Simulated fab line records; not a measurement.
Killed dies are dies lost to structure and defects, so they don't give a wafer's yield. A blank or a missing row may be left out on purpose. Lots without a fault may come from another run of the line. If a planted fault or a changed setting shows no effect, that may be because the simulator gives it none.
Struck lot and sound lot, side by side -- flow sfq-line -- 41 steps out of a route of 325
Sound: wafers L161.1, L161.2, L161.4. Struck: wafer L181.3. (L181.2, L181.5 of the same lot were not struck and are left out.) The cause comes at the end.
For every step that has rows: the tool of each side, followed by ch and its chambers, followed by its first start. Under that, the readings that differ: sound wafers -- struck wafers -- difference of the means -- sigmas: that difference in standard deviations of wafers without a fault.
alike: same words and numbers on both sides, and readings whose means sit less than 2 such deviations apart. not compared: any withheld reading, any reading some wafer has no value for, any bound like >300 that may hide the same value, and any number with overlapping values for which the record gives no deviation.
Wherever a step has rows on one side only, a row that says differs or no value, or a row with sigmas, the two part there. When numbers do not overlap yet have no deviation, they are printed without sigmas and do not part them. Lack of a reading on every wafer of one side parts them only where that side has two or more wafers.

first, 6 steps without rows for these wafers: SFQ_TRILAYER_I0_VIA_LITHO_COAT_036 (resist thk 62 nm); SFQ_TRILAYER_I0_VIA_LITHO_COAT_031 (resist thk 650 nm); SFQ_TRILAYER_I0_VIA_LITHO_SOFTBAKE_035; SFQ_TRILAYER_I0_VIA_LITHO_EXPOSE_032 (exposes mask I0, target cd 500 nm); SFQ_TRILAYER_I0_VIA_LITHO_PEB_034 (peb time 60 s); SFQ_TRILAYER_I0_VIA_LITHO_DEVELOP_033 (time 60 s).
SFQ_I0_OVL_MEAS_908:
  sound on overlay-01, day 17 09:20; struck on overlay-01, day 26 15:38
  alike: I0_OVL
then, 1 step without rows for these wafers: SFQ_TRILAYER_I0_VIA_BARC_OPEN_VIA_ETCH_046 (etches BARC in O2, target depth 125 nm, time 41.7 s).
SFQ_TRILAYER_I0_VIA_ETCH_VIA_ETCH_034: etches SiO2 in CHF3, stops on Nb, target depth 260 nm.
  sound on rie-diel-01 ch 0,2,3, day 17 09:25; struck on rie-diel-01 ch 1, day 26 15:43
  alike: drypump-motor-current-A, oes-product-au
SFQ_TRILAYER_I0_VIA_STRIP_STRIP_035: strips in O2.
  sound on rie-metal-04 ch 0,1, day 17 09:31; struck on rie-metal-02 ch 0, day 26 15:49
reading,sound,struck,difference,sigmas
drypump-motor-current-A (A),5.35 5.17 5.17,5.97,+0.74,+3
  alike: oes-product-au
  not compared: rf-hours-counter-h
then, 2 steps without rows for these wafers: SFQ_TRILAYER_I0_VIA_STRIP_SOLV_CLEAN_036 (cleans in NMP, time 600 s); SFQ_TRILAYER_M1_DEP_PRE_CLEAN_038 (time 22.5 s).
SFQ_TRILAYER_M1_DEP_SPUTTER_037: material Nb, target thk 200 nm, time 133.3 s.
  sound on pvd-sputter-04, day 17 10:20; struck on pvd-sputter-04, day 26 16:37
reading,sound,struck,difference,sigmas
model.Nb_of_TRILAYER_M1_DEP_SPUTTER_037.thk-nm (nm),200.7 203.3 201.6,324.7,+122.8,
  alike: throttle-valve-pct
SFQ_M1_RS_MEAS_909: the measuring method here is four-point-probe.
  sound on film-metro-04, day 17 10:25; struck on film-metro-01, day 26 17:01
reading,sound,struck,difference,sigmas
M1_NB_RS (ohm/sq),0.887 0.877 0.884,0.545,-0.338,-35
  not compared: hold
then, 5 steps without rows for these wafers: SFQ_TRILAYER_M1_LITHO_COAT_039 (resist thk 600 nm); SFQ_TRILAYER_M1_LITHO_SOFTBAKE_043; SFQ_TRILAYER_M1_LITHO_EXPOSE_040 (exposes mask M1, target cd 500 nm); SFQ_TRILAYER_M1_LITHO_PEB_042 (peb time 60 s); SFQ_TRILAYER_M1_LITHO_DEVELOP_041 (time 60 s).
-- the record jumps here: 6 days lie between the struck wafers' starts before and after --
SFQ_M1_OVL_MEAS_911:
  sound on overlay-01, day 24 04:41; struck on overlay-02, day 32 22:36
  alike: M1_OVL
SFQ_TRILAYER_M1_BARC_OPEN_METAL_ETCH_054: etches BARC in O2, target depth 125 nm, time 41.7 s.
  sound on rie-metal-01 ch 0,1, day 24 04:43; struck on rie-metal-01 ch 0, day 32 22:38
  alike: drypump-motor-current-A, oes-product-au
  not compared: rf-hours-counter-h
SFQ_TRILAYER_M1_ETCH_METAL_ETCH_042: etches Nb in Cl2/Ar, stops on SiO2, target depth 240 nm, time 120 s.
  sound on rie-metal-01 ch 0,1, day 24 04:47; struck on rie-metal-01 ch 0, day 32 22:41
reading,sound,struck,difference,sigmas
oes-product-au (a.u.),0.900 0.902 0.895,0.995,+0.096,+14
  alike: drypump-motor-current-A
  not compared: rf-hours-counter-h
SFQ_TRILAYER_M1_STRIP_STRIP_043: strips in O2.
  sound on rie-metal-01 ch 0,1, day 24 04:54; struck on rie-metal-01 ch 0, day 32 22:49
  alike: drypump-motor-current-A, oes-product-au
  not compared: rf-hours-counter-h
then, 2 steps without rows for these wafers: SFQ_TRILAYER_M1_STRIP_SOLV_CLEAN_044 (cleans in NMP, time 600 s); SFQ_TRILAYER_I1_DEP_PECVD_045 (deposits SiO2 from SiH4/N2O, time 111.11 s, target thk 500 nm).
SFQ_TRILAYER_I1_CMP_CMP_046: polishes SiO2.
  sound on cmp-01 ch 0,1,3, day 24 05:45; struck on cmp-02 ch 3, day 33 02:14
  alike: motor-current-A, time-to-endpoint-s
SFQ_I1_BOW_MEAS_912:
  sound on film-metro-03, day 24 08:45; struck on film-metro-02, day 33 03:45
  alike: I1_BOW
then, 7 steps without rows for these wafers: SFQ_TRILAYER_I1_METRO_MEASURE_047; SFQ_TRILAYER_I1_VIA_LITHO_COAT_054 (resist thk 62 nm); SFQ_TRILAYER_I1_VIA_LITHO_COAT_049 (resist thk 650 nm); SFQ_TRILAYER_I1_VIA_LITHO_SOFTBAKE_053; SFQ_TRILAYER_I1_VIA_LITHO_EXPOSE_050 (exposes mask I1, target cd 500 nm); SFQ_TRILAYER_I1_VIA_LITHO_PEB_052 (peb time 60 s); SFQ_TRILAYER_I1_VIA_LITHO_DEVELOP_051 (time 60 s).
-- the record jumps here: 6 days lie between the struck wafers' starts before and after --
SFQ_I1_OVL_MEAS_913:
  sound on overlay-02, day 30 21:08; struck on overlay-01, day 39 10:16
  alike: I1_OVL
then, 5 steps without rows for these wafers: SFQ_TRILAYER_I1_VIA_BARC_OPEN_VIA_ETCH_071 (etches BARC in O2, target depth 125 nm, time 41.7 s); SFQ_TRILAYER_I1_VIA_ETCH_VIA_ETCH_052 (etches SiO2 in CHF3, stops on Nb, target depth 260 nm); SFQ_TRILAYER_I1_VIA_STRIP_STRIP_053 (strips in O2); SFQ_TRILAYER_I1_VIA_STRIP_SOLV_CLEAN_054 (cleans in NMP, time 600 s); SFQ_TRILAYER_M2_DEP_PRE_CLEAN_056 (time 22.5 s).
-- the record jumps here: 53 days lie between the struck wafers' starts before and after --
SFQ_M8_BOW_MEAS_951:
  sound on film-metro-04, day 79 08:44; struck on film-metro-01, day 92 06:10
reading,sound,struck,difference,sigmas
model.etest.m1.comb-log10-ohm,12 12 12,0,-12,
model.etest.m1.ohm-sq,0.8869 0.8755 0.8829,0.5482,-0.3336,
  alike: M8_BOW

WHERE THEY PART
At SFQ_TRILAYER_I0_VIA_STRIP_STRIP_035 first; at SFQ_TRILAYER_M1_ETCH_METAL_ETCH_042 last (within this record only). Later steps at which nothing parts them and some readings are alike: SFQ_TRILAYER_M1_STRIP_STRIP_043, SFQ_TRILAYER_I1_CMP_CMP_046, SFQ_I1_BOW_MEAS_912, SFQ_I1_OVL_MEAS_913, SFQ_M8_BOW_MEAS_951.

WHY: what the simulator had put in
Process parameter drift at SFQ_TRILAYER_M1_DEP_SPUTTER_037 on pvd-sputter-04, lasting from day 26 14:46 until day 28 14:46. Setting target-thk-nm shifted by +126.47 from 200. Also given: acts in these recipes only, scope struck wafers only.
